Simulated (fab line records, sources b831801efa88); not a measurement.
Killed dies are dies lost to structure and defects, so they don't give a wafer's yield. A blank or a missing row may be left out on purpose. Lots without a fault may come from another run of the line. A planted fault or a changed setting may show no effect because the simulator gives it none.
Chamber matching | flow gf180mcu | GF_CONTACT_CMP_04 on cmp-02: 4 sister chambers
The step polishes SiO2. 4 wafers are shown with their chamber, then 7 later ones without.

WAFERS WITH THEIR CHAMBER
wafer  | chamber | motor_current_A (A)
L842.5 | 2       | 13.1
L843.6 | 1       | 11.7
L844.1 | 0       | 12.0
L844.3 | 3       | 10.8

WAFERS WITHOUT THEIR CHAMBER
wafer  | motor_current_A (A)
L844.5 | 13.6
L845.2 | 12.0
L845.3 | 10.4
L845.6 | 11.4
L846.3 | 12.5
L846.4 | 11.2
L846.6 | 13.3

WHICH CHAMBER EACH WENT THROUGH
wafer  | from the rows above          | in truth
L844.5 | 2                            | 2
L845.2 | can't be placed: 0 or 1      | 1
L845.3 | 3                            | 3
L845.6 | can't be placed: 1 or 0 or 3 | 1
L846.3 | can't be placed: 0 or 2 or 1 | 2
L846.4 | can't be placed: 3 or 1 or 0 | 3
L846.6 | 2                            | 2
Placed correctly: 3 of 7. Can't be placed from these rows: 4 (the true chamber is among the candidates in 4). Placed wrongly: 0.
How it was worked out, from the rows above alone: a wafer's distance from a chamber is the root of the sum, over the readings, of the square of ((its reading less the chamber's mean) divided by the reading's scatter). The wafer belongs to the nearest chamber; if the next one is less than 2 further off, it can't be placed. A chamber's mean is the mean of its shown wafers. The scatter: with one shown wafer a chamber, the root of the mean of the squares of how far each hidden wafer lies from its nearest shown one.
